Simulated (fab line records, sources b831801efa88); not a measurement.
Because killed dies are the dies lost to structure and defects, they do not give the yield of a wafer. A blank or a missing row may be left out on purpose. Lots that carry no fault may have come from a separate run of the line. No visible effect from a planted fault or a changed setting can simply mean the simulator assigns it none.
A lot that was struck, set against a sound lot -- flow gf180mcu -- 43 out of 602 route steps
Sound: wafers L415.2, L415.5, L415.6. Struck: wafers L416.1, L416.2, L416.5. Last of all comes the cause.
Each step with rows lists, per side, the tool, then ch with its chambers, then its first start. Under that, the readings that differ: sound wafers -- struck wafers -- difference of the means -- sigmas: that difference in standard deviations of wafers without a fault.
alike: readings whose means differ by less than 2 such deviations, and words and numbers that are the same on both sides. not compared: withheld readings, readings that some wafer has no value for, bounds like >300 that may hide the same value, and numbers for which the record gives no deviation and whose values overlap.
A row with sigmas, a row that says differs or no value, or rows on one side alone: a step with any of these is where the two part. Non-overlapping numbers with no deviation appear without sigmas and do not part them. A reading that every wafer of one side lacks parts them only if that side has two wafers or more.

first, 7 steps without rows for these wafers: GF_PSD_DEHYDRATE_00 (time 60 s); GF_PSD_HMDS_01 (prime time 60 s); GF_PSD_COAT_02 (resist thk 1005 nm); GF_PSD_SOFTBAKE_03 (time 60 s); GF_PSD_EXPOSE_04 (exposes mask Pplus, target cd 400 nm); GF_PSD_PEB_05; GF_PSD_DEVELOP_06 (develop time 60 s).
GF_PSD_CD_MEAS_07: target cd 400 nm.
  struck on cd_sem-01, day 17 01:40; sound on cd_sem-02, day 17 00:26
  alike: cd_nm
GF_PSD_OVL_MEAS_08:
  struck on overlay-02, day 17 01:47; sound on overlay-02, day 17 00:33
  alike: PSD_OVL
then, 2 steps without rows for these wafers: GF_PSD_IMPLANT_09; GF_PSD_STRIP_10 (strips in O2/N2).
GF_PSD_TW_MEAS_11:
  struck on film_metro-04, day 17 02:05; sound on film_metro-02, day 17 00:50
reading,sound,struck,difference,sigmas
PSD_TW,3182 3185 3172,3217 3237 3232,+49,+2
GF_PSD_CLEAN_12: cleans in SC1/SC2, time 150 s.
  sound on wet_bench-03 ch 3, day 17 00:53; struck on wet_bench-04 ch 0, day 17 02:08
GF_PSD_RTA_13: time 20 s.
  sound on rtp_anneal-01 ch 0, day 17 00:57; struck on rtp_anneal-02 ch 0, day 17 02:11
reading,sound,struck,difference,sigmas
lamp_power_pct (%),34 34 34,41 41 41,+7,+2
  alike: chamber_o2_ppm, wafer_temp_C_max
GF_PSD_RS_MEAS_14: measurement is done with a four-point probe.
  struck on film_metro-04, day 17 02:16; sound on film_metro-02, day 17 01:02
  alike: NSD_RS
GF_PSD_RS_MEAS_15: measurement is done with a four-point probe.
  struck on film_metro-04, day 17 02:23; sound on film_metro-02, day 17 01:10
  alike: PSD_RS
then, 1 step without rows for these wafers: GF_SAB_CVD_00 (deposits SiO2 from TEOS, target thk 50 nm, time 4.788 s).
GF_SAB_THK_MEAS_01:
  struck on film_metro-03, day 17 02:32; sound on film_metro-01, day 17 01:17
reading,sound,struck,difference,sigmas
SAB_CVD_00_THK (nm),48.9 48.9 49.2,46.7 47.8 47.5,-1.7,-2
then, 7 steps without rows for these wafers: GF_SAB_DEHYDRATE_02 (time 60 s); GF_SAB_HMDS_03 (prime time 60 s); GF_SAB_COAT_04 (resist thk 1000 nm); GF_SAB_SOFTBAKE_05 (time 60 s); GF_SAB_EXPOSE_06 (exposes mask SAB, target cd 420 nm); GF_SAB_PEB_07; GF_SAB_DEVELOP_08 (develop time 60 s).
GF_SAB_CD_MEAS_09: target cd 420 nm.
  struck on cd_sem-01, day 18 01:32; sound on cd_sem-01, day 18 00:03
  alike: cd_nm
GF_SAB_OVL_MEAS_10:
  struck on overlay-02, day 18 01:39; sound on overlay-02, day 18 00:09
  alike: SAB_OVL
then, 2 steps without rows for these wafers: GF_SAB_ETCH_11 (etches SiO2 in C4F8/O2/Ar, target depth 55 nm, time 8.5 s); GF_SAB_WET_ETCH_12 (etches SiO2 in dHF, target depth 22 nm, time 440 s).
GF_SAB_STRIP_13: strips in O2/N2.
  sound on plasma_asher-03 ch 0,1, day 18 00:21; struck on plasma_asher-01 ch 0,1, day 18 01:51
reading,sound,struck,difference,sigmas
strip_time_to_endpoint_s (s),12.657 12.641 12.630,12.566 12.557 12.554,-0.084,-3
  alike: drypump_motor_current_A, heater_power_w, oes_product_au
  not compared: rf_hours_counter_h
then, 4 steps without rows for these wafers: GF_SALICIDE_CLEAN_00 (cleans in SC1/SC2, time 150 s); GF_SALICIDE_WET_ETCH_01 (etches SiO2 in dHF, target depth 5 nm, time 100 s); GF_SALICIDE_SPUTTER_02 (material Co, target thk 10 nm, time 20 s); GF_SALICIDE_SPUTTER_03 (material TiN, target thk 20 nm, time 16.7 s).
GF_SALICIDE_RS_MEAS_04: measurement is done with a four-point probe.
  struck on film_metro-04, day 18 02:05; sound on film_metro-04, day 18 00:37
  alike: SALICIDE_TIN_RS
GF_SALICIDE_THK_MEAS_05: measures by xrf.
  struck on film_metro-04, day 18 02:13; sound on film_metro-04, day 18 00:43
  alike: SALICIDE_TIN_THK
GF_SALICIDE_RTA_06: time 30 s.
  sound on rtp_anneal-02 ch 0, day 18 00:47; struck on rtp_anneal-02 ch 0, day 18 02:16
  alike: chamber_o2_ppm, lamp_power_pct, wafer_temp_C_max
then, 1 step without rows for these wafers: GF_SALICIDE_WET_ETCH_07 (etches the open film in SPM, target depth 120 nm).
GF_SALICIDE_RTA_08: time 30 s.
  sound on rtp_anneal-01 ch 0, day 18 00:59; struck on rtp_anneal-01 ch 0, day 18 02:28
reading,sound,struck,difference,sigmas
chamber_o2_ppm,2.007 2.053 2.004,1.964 1.994 1.937,-0.056,-2
  alike: lamp_power_pct, wafer_temp_C_max
then, 1 step without rows for these wafers: GF_CONTACT_CVD_00 (deposits SiO2, target thk 300 nm, time 50 s).
GF_CONTACT_THK_MEAS_01:
  struck on film_metro-02, day 18 02:37; sound on film_metro-03, day 18 01:07
reading,sound,struck,difference,sigmas
CONTACT_CVD_00_THK (nm),303 305 305,312 313 312,+8,+2
GF_CONTACT_CVD_02: deposits SiO2 from TEOS, target thk 860 nm, time 95.992 s.
  sound on pecvd-01 ch 0,2, day 18 01:10; struck on pecvd-01 ch 0,2, day 18 02:40
  alike: heater_power_w, susceptor_temp_C
-- the record jumps here: 13 days lie between the struck wafers' starts before and after (it left off in module CONTACT and takes up again in module PASSIVATION, whose first step shown is number 602 of the route) --
GF_PASSIVATION_PROBE_99:
  the record has rows for the struck wafers here (prober-01, day 31 09:58) and none for the sound ones

== WHERE THEY PART ==
First at GF_PSD_TW_MEAS_11; last, within this record, at GF_PASSIVATION_PROBE_99.

WHY: what had been put in by the simulator
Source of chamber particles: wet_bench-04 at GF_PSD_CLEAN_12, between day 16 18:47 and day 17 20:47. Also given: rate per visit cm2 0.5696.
